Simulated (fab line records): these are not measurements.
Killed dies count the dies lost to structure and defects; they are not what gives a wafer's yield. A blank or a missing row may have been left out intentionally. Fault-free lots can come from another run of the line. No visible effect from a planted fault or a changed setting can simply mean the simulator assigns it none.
fab line records	flow sky130
record lots=6	wafers=18	last_day=49
route steps=708 shown LOCAL_INTERCONNECT@396 CONTACT@406
lots with no fault: from the same line, run without faults
start_h: hours from the record's first day to the start of the lot's first wafer shown	wait_h: hours since the lot's step before	" repeats the value in the row above	L1.1+2: a row that stands for several wafers	- no value present, or no start provided	* or withheld: withheld	< > ~ a bound
route shown NAME@n: NAME is a module with steps in the file, n the number in the route of the first one	usual: the fault-free wafers' mean and standard deviation	same: alike in all rows	chamber/n: place in a boat	sites: each site's reading	_std_site: the standard deviation of these	_edge_site: inner sites' mean taken away from outer sites' mean	radius_mm: how far each site lies from the wafer's centre	mask NAME#n: copy n	behind: the last tool/chamber to shape the wafer	hold: the reason the lot was held/the length of the hold in hours/how it ended	device: which transistor (n, p or np) failed to switch	end of line: at the end of the route, the tests of the same wafers	where a step has no rows: the recipe by itself	killed: at the first sort, the dies lost to defects and structure; wafer yield is something else	map: the dies of a wafer, with x for killed, . for not killed, _ for no die there
set.NAME: setting as actually run; set.NAME@STEP: the setting as run at that earlier step	model.NAME: the simulator's own value behind a step, which no gauge read
lots at selected steps of the route; one table per step, one row per wafer
services: a tool's chamber out of use, with start hour (start_h, from the record's first day; less than 0 if before it), hours out, and reason
## steps
# step SKY_LOCAL_INTERCONNECT_PEB_09
# recipe peb_temp_c=withheld	peb_time_s=withheld	resist=KrF-thick
# step SKY_LOCAL_INTERCONNECT_DEVELOP_10
# recipe develop_time_s=60	resist=KrF-thick	dev_temp_c=21
# step SKY_LOCAL_INTERCONNECT_CD_MEAS_11
# recipe target_cd_nm=170
# usual cd_nm=169.9/1.4
lot.wafer	tool	chamber	start_h	wait_h	cd_nm
L101.1	cd_sem-01	-	719.06	-	171.9
L101.5	"	-	"	"	172.0
L101.6	"	-	"	"	171.6
L105.1	cd_sem-02	-	759.92	-	170.4
L105.4	"	-	"	"	170.7
L105.5	"	-	"	"	170.3
L107.1	cd_sem-02	-	769.52	-	170.4
L107.2	"	-	"	"	169.4
L107.6	"	-	"	"	169.4
L114.2	cd_sem-02	-	832.64	-	171.0
L114.4	"	-	"	"	170.8
L114.6	"	-	"	"	170.4
L117.1	cd_sem-01	-	846.27	-	168.4
L117.5	"	-	"	"	169.7
L117.6	"	-	"	"	168.9
L118.1	cd_sem-02	-	848.01	-	171.6
L118.5	"	-	"	"	170.2
L118.6	"	-	"	"	170.7
# step SKY_LOCAL_INTERCONNECT_OVL_MEAS_12
# usual LOCAL_INTERCONNECT_OVL=0/5.7
lot.wafer	tool	chamber	start_h	wait_h	LOCAL_INTERCONNECT_OVL[nm]
L101.1	overlay-01	-	719.18	0.1	-6
L101.5	"	-	"	"	3
L101.6	"	-	"	"	1
L105.1	overlay-02	-	760.04	0.1	-3
L105.4	"	-	"	"	-4
L105.5	"	-	"	"	-4
L107.1	overlay-01	-	769.64	0.1	-9
L107.2	"	-	"	"	-5
L107.6	"	-	"	"	3
L114.2	overlay-01	-	832.75	0.1	-4
L114.4	"	-	"	"	-11
L114.6	"	-	"	"	-10
L117.1	overlay-01	-	846.39	0.1	2
L117.5	"	-	"	"	2
L117.6	"	-	"	"	0
L118.1	overlay-01	-	848.13	0.1	1
L118.5	"	-	"	"	8
L118.6	"	-	"	"	5
# step SKY_LOCAL_INTERCONNECT_ETCH_13
# recipe chemistry=N2/H2	target=BARC	ion_energy_ev=200	bias_w=100	pressure_mtorr=30	n2_flow_sccm=100	h2_flow_sccm=200	icp_w=500	stop_on=SiO2	time_s=45.9	target_depth_a=600
# usual drypump_motor_current_A=6.2/0.36	h2_flow_sccm=200.0/0.62	oes_product_au=0.854/0.0048	throttle_valve_pct=13.223/0.0088
lot.wafer	tool	chamber	start_h	wait_h	drypump_motor_current_A	h2_flow_sccm	oes_product_au	rf_hours_counter_h	throttle_valve_pct
L101.1	rie_metal-02	0	719.22	0.0	5.8	199.5	0.850	11	13.242
L101.5	"	0	"	"	5.8	199.2	0.853	-	13.218
L101.6	"	0	"	"	5.8	199.2	0.855	-	13.220
L105.1	rie_metal-02	1	760.08	0.0	6.5	199.7	0.850	1	13.220
L105.4	"	1	"	"	6.4	200.5	0.855	-	13.230
L105.5	"	0	"	"	5.9	198.9	0.849	-	13.217
L107.1	rie_metal-01	1	769.67	0.0	6.3	200.5	0.850	11	13.214
L107.2	"	1	"	"	6.3	201.9	0.844	-	13.234
L107.6	"	1	"	"	6.3	200.3	0.844	-	13.229
L114.2	rie_metal-02	0	832.78	0.0	5.8	200.4	0.850	15	13.240
L114.4	"	0	"	"	5.8	200.1	0.855	-	13.209
L114.6	"	1	"	"	6.4	199.7	0.854	-	13.241
L117.1	rie_metal-01	0	846.42	0.0	5.7	200.1	0.848	2	13.220
L117.5	"	0	"	"	5.7	200.1	0.854	-	13.225
L117.6	"	1	"	"	6.3	199.6	0.854	-	13.217
L118.1	rie_metal-02	1	848.17	0.0	6.4	200.4	0.860	5	13.240
L118.5	"	1	"	"	6.5	199.6	0.854	-	13.224
L118.6	"	0	"	"	5.8	198.7	0.854	-	13.216
# step SKY_LOCAL_INTERCONNECT_METAL_ETCH_14
# recipe target_depth_nm=110	stop_on=PSG	chemistry=Cl2/BCl3	target=TiN	resist_sidewall_deg=88	pressure_mtorr=10	icp_w=900	bias_w=48.5	Cl2_flow_sccm=60	bcl3_flow_sccm=30	time_s=31.4
# usual drypump_motor_current_A=6.2/0.36	oes_product_au=0.943/0.0087	throttle_valve_pct=21.901/0.011
lot.wafer	tool	chamber	start_h	wait_h	drypump_motor_current_A	oes_product_au	rf_hours_counter_h	throttle_valve_pct
L101.1	rie_metal-02	0	719.34	0.1	5.8	0.964	11	21.892
L101.5	"	0	"	"	5.8	0.955	-	21.895
L101.6	"	0	"	"	5.8	0.956	-	21.892
L105.1	rie_metal-02	1	760.14	0.0	6.4	0.940	1	21.900
L105.4	"	1	"	"	6.4	0.936	-	21.901
L105.5	"	0	"	"	5.8	0.951	-	21.898
L107.1	rie_metal-01	1	769.80	0.1	6.3	0.950	11	21.890
L107.2	"	1	"	"	6.3	0.950	-	21.907
L107.6	"	1	"	"	6.3	0.947	-	21.895
L114.2	rie_metal-02	0	832.84	0.0	5.8	0.950	15	21.907
L114.4	"	0	"	"	5.8	0.950	-	21.887
L114.6	"	1	"	"	6.4	0.933	-	21.896
L117.1	rie_metal-01	0	846.48	0.0	5.7	0.931	2	21.902
L117.5	"	0	"	"	5.8	0.934	-	21.913
L117.6	"	1	"	"	6.4	0.933	-	21.904
L118.1	rie_metal-02	1	848.23	0.0	6.4	0.937	5	21.927
L118.5	"	1	"	"	6.4	0.922	-	21.923
L118.6	"	0	"	"	5.8	0.942	-	21.926
# step SKY_LOCAL_INTERCONNECT_STRIP_15
# recipe chemistry=O2/N2	power_w=1400	pressure_mtorr=1500	platen_temp_c=withheld	o2_flow_sccm=3000	n2_flow_sccm=300	overash_fraction=0.5
# usual drypump_motor_current_A=5.8/0.51	oes_product_au=0.427/0.0048	strip_time_to_endpoint_s=4.729/0.02
lot.wafer	tool	chamber	start_h	wait_h	drypump_motor_current_A	oes_product_au	rf_hours_counter_h	strip_time_to_endpoint_s
L101.1	plasma_asher-02	0	719.44	0.1	5.7	0.428	28	4.737
L101.5	"	1	"	"	5.7	0.430	-	4.744
L101.6	"	0	"	"	5.7	0.426	-	4.740
L105.1	plasma_asher-02	1	760.19	0.0	5.7	0.426	32	4.708
L105.4	"	0	"	"	5.7	0.424	-	4.732
L105.5	"	0	"	"	5.7	0.425	-	4.729
L107.1	plasma_asher-03	1	769.90	0.1	6.0	0.430	3	4.765
L107.2	"	0	"	"	4.9	0.427	3	4.760
L107.6	"	0	"	"	4.9	0.430	-	4.735
L114.2	plasma_asher-02	0	832.89	0.0	5.6	0.428	39	4.759
L114.4	"	0	"	"	5.7	0.431	-	4.729
L114.6	"	0	"	"	5.7	0.429	-	4.720
L117.1	plasma_asher-04	0	846.54	0.0	6.6	0.431	103	4.745
L117.5	"	0	"	"	6.6	0.433	-	4.740
L117.6	"	1	"	"	6.6	0.437	-	4.733
L118.1	plasma_asher-04	0	848.28	0.0	6.6	0.426	103	4.693
L118.5	"	1	"	"	6.7	0.422	-	4.719
L118.6	"	0	"	"	6.6	0.424	-	4.703
# step SKY_LOCAL_INTERCONNECT_STRIP_16
# recipe chemistry=post_etch_residue_remover	time_s=1200	temp_c=72.5
# step SKY_LOCAL_INTERCONNECT_CLEAN_17
# recipe chemistry=IPA	time_s=180	temp_c=25
# step SKY_LOCAL_INTERCONNECT_CLEAN_18
# recipe chemistry=O3/DIW	dry=n2_spin
# step SKY_CONTACT_CVD_00
# recipe material=Si3N4	target_thk_nm=75	temp_c=400	time_s=withheld	rf_w=450
# usual heater_power_w=738/100
lot.wafer	tool	chamber	start_h	wait_h	heater_power_w
L101.1	pecvd-02	1	720.07	0.0	808
L101.5	"	1	"	"	805
L101.6	"	2	"	"	579
L105.1	pecvd-01	0	760.79	0.0	768
L105.4	"	0	"	"	767
L105.5	"	1	"	"	780
L107.1	pecvd-01	1	770.53	0.0	801
L107.2	"	2	"	"	540
L107.6	"	2	"	"	531
L114.2	pecvd-01	0	833.48	0.0	799
L114.4	"	1	"	"	681
L114.6	"	0	"	"	783
L117.1	pecvd-04	1	847.17	0.0	616
L117.5	"	0	"	"	860
L117.6	"	2	"	"	803
L118.1	pecvd-01	2	848.87	0.0	571
L118.5	"	1	"	"	726
L118.6	"	2	"	"	580
# step SKY_CONTACT_THK_MEAS_01
# recipe reads=Si3N4_of_CONTACT_CVD_00
# usual CONTACT_CVD_00_THK=75.1/0.97
lot.wafer	tool	chamber	start_h	wait_h	CONTACT_CVD_00_THK[nm]
L101.1	film_metro-02	-	720.10	-	74.9
L101.5	"	-	"	"	76.5
L101.6	"	-	"	"	75.6
L105.1	film_metro-03	-	760.82	-	75.1
L105.4	"	-	"	"	75.5
L105.5	"	-	"	"	76.2
L107.1	film_metro-04	-	770.56	-	75.0
L107.2	"	-	"	"	75.3
L107.6	"	-	"	"	75.8
L114.2	film_metro-02	-	833.53	-	75.6
L114.4	"	-	"	"	75.4
L114.6	"	-	"	"	76.5
L117.1	film_metro-04	-	847.21	-	74.3
L117.5	"	-	"	"	75.8
L117.6	"	-	"	"	76.2
L118.1	film_metro-02	-	848.91	-	75.5
L118.5	"	-	"	"	76.4
L118.6	"	-	"	"	76.3
# step SKY_CONTACT_HDPCVD_02
# recipe material=SiO2	target_thk_nm=565	sigma_open_frac=0.3	time_s=94.2	temp_c=600	sih4_flow_sccm=60	pressure_mtorr=6
# usual run_length_s=122.2/0.71
lot.wafer	tool	chamber	start_h	wait_h	run_length_s	model.SiO2_of_CONTACT_HDPCVD_02.thk_nm
L101.1	hdpcvd-01	1	720.16	0.1	121.9	559.8
L101.5	"	1	"	"	122.4	570.1
L101.6	"	0	"	"	122.4	567.3
L105.1	hdpcvd-01	2	760.88	0.1	100.3	427.3
L105.4	"	1	"	"	121.9	558.9
L105.5	"	0	"	"	123.1	559.3
L107.1	hdpcvd-01	2	770.62	0.1	100.5	432.7
L107.2	"	1	"	"	100.7	435.9
L107.6	"	2	"	"	122.0	559.6
L114.2	hdpcvd-02	0	833.58	0.0	123.2	573.3
L114.4	"	0	"	"	122.6	577.9
L114.6	"	2	"	"	122.6	571.2
L117.1	hdpcvd-01	2	847.27	0.1	121.9	554.9
L117.5	"	2	"	"	121.6	558.6
L117.6	"	0	"	"	122.7	559.4
L118.1	hdpcvd-02	0	848.98	0.1	122.9	571.4
L118.5	"	0	"	"	123.1	574.4
L118.6	"	2	"	"	123.0	565.4
# step SKY_CONTACT_THK_MEAS_03
# recipe reads=SiO2_of_CONTACT_HDPCVD_02
# usual CONTACT_HDPCVD_THK=566/6.5
lot.wafer	tool	chamber	start_h	wait_h	CONTACT_HDPCVD_THK[nm]
L101.1	film_metro-04	-	720.28	0.1	560
L101.5	"	-	"	"	570
L101.6	"	-	"	"	567
L105.1	film_metro-04	-	760.95	0.0	428
L105.4	"	-	"	"	559
L105.5	"	-	"	"	559
L107.1	film_metro-03	-	770.72	0.1	433
L107.2	"	-	"	"	436
L107.6	"	-	"	"	560
L114.2	film_metro-03	-	833.66	0.0	573
L114.4	"	-	"	"	578
L114.6	"	-	"	"	571
L117.1	film_metro-03	-	847.33	0.0	555
L117.5	"	-	"	"	559
L117.6	"	-	"	"	559
L118.1	film_metro-04	-	849.05	0.0	571
L118.5	"	-	"	"	574
L118.6	"	-	"	"	565
# step SKY_CONTACT_CMP_04
# recipe material=SiO2	down_force_psi=4	platen_rpm=60	pad_velocity_m_s=0.94248
# usual edge_zone_pressure_frac=1.000/0.0048	motor_current_A=12.5/1.4	time_to_endpoint_s=85/4.3
lot.wafer	tool	chamber	start_h	wait_h	edge_zone_pressure_frac	motor_current_A	time_to_endpoint_s
L101.1	cmp-02	2	720.39	0.1	1.000	11.6	89
L101.6	"	1	"	"	1.001	12.0	85
L101.5	"	2	"	"	1.000	11.4	94
L105.1	cmp-02	0	761.01	0.1	1.009	13.8	35
L105.4	"	3	"	"	0.999	10.7	88
L105.5	"	0	"	"	1.001	13.9	84
L107.2	cmp-02	0	770.88	0.1	1.002	14.7	33
L107.1	"	1	"	"	0.999	12.0	30
L107.6	"	3	"	"	1.001	11.3	80
L114.2	cmp-01	2	833.76	0.1	1.003	13.3	91
L114.4	"	0	"	"	1.005	13.0	95
L114.6	"	1	"	"	0.996	10.2	88
L117.1	cmp-02	3	847.39	0.1	0.997	11.1	83
L117.6	"	3	"	"	1.002	12.0	85
L117.5	"	0	"	"	1.000	14.7	83
L118.1	cmp-02	3	849.26	0.2	0.989	10.9	88
L118.5	"	0	"	"	1.001	14.5	87
L118.6	"	1	"	"	0.998	12.0	78
# step SKY_CONTACT_BOW_MEAS_05
# recipe mode=bow
# usual CONTACT_BOW=83/7.1
lot.wafer	tool	chamber	start_h	wait_h	CONTACT_BOW[um]
L101.1	film_metro-03	-	720.64	0.2	72
L101.5	"	-	"	"	84
L101.6	"	-	"	"	90
L105.1	film_metro-04	-	761.31	0.2	71
L105.4	"	-	"	"	89
L105.5	"	-	"	"	81
L107.1	film_metro-03	-	771.08	0.1	78
L107.2	"	-	"	"	79
L107.6	"	-	"	"	92
L114.2	film_metro-03	-	834.03	0.2	88
L114.4	"	-	"	"	90
L114.6	"	-	"	"	90
L117.1	film_metro-04	-	847.69	0.2	93
L117.5	"	-	"	"	88
L117.6	"	-	"	"	88
L118.1	film_metro-04	-	849.41	0.1	83
L118.5	"	-	"	"	103
L118.6	"	-	"	"	89
## services
tool	chamber	start_h	hours	kind
rie_metal-02	1	713.39	-	clean
rie_metal-02	1	713.39	17.7	scheduled_down
pecvd-04	-	715.56	14.6	pm
plasma_asher-03	-	733.75	9.0	pm
cmp-01	-	739.81	4.4	repair
cmp-01	-	744.21	5.0	pm
cmp-01	-	749.21	4.0	pm
pecvd-02	-	749.86	1.8	repair
pecvd-01	-	752.05	0.7	repair
plasma_asher-02	-	758.76	0.7	repair
pecvd-02	-	758.96	0.8	repair
cmp-01	-	759.58	3.8	repair
hdpcvd-01	0	765.60	6.8	repair
pecvd-02	1	789.50	4.8	repair
pecvd-02	0	795.74	8.1	repair
rie_metal-01	-	799.70	0.2	repair
plasma_asher-03	-	805.87	1.7	repair
hdpcvd-01	-	817.18	0.4	repair
cmp-01	-	823.34	2.7	repair
pecvd-02	-	828.88	6.0	pm
pecvd-04	2	829.03	4.1	repair
pecvd-04	-	829.52	6.0	pm
cmp-01	-	836.44	1.8	repair
cmp-01	-	836.74	0.4	repair
## key
first_sign step=SKY_CONTACT_HDPCVD_02	reading=run_length_s	direction=down	sigmas=30	usual=*	struck=*
effect step=SKY_CONTACT_THK_MEAS_03	reading=CONTACT_HDPCVD_THK	direction=down	sigmas=21	usual=566	struck=432
effect step=SKY_CONTACT_CMP_04	reading=time_to_endpoint_s	direction=down	sigmas=12	usual=*	struck=*
model_effect step=SKY_CONTACT_HDPCVD_02	value=SiO2_of_CONTACT_HDPCVD_02.thk_nm	without=559.1	struck=432
met_at SKY_CONTACT_HDPCVD_02
struck_wafers L105.1,L107.1,L107.2
tester_left_out L105,L107
onset_between 720.16 760.88
fault kind=process_parameter_drift	tool=hdpcvd-01	chamber=-	onset_h=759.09	steps=SKY_CONTACT_HDPCVD_02	channel=time_s	offset=*	shape=step	end_h=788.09	scope=struck_wafers_only	acts_in=*	stated=*
# tester_left_out: of these lots the tester's yield and bins aren't shown, on N5 and GAA mostly nor the transistor test; their killed dies are dies lost to structure and defects alone, not to doping, threshold or leakage, so they don't give the yield
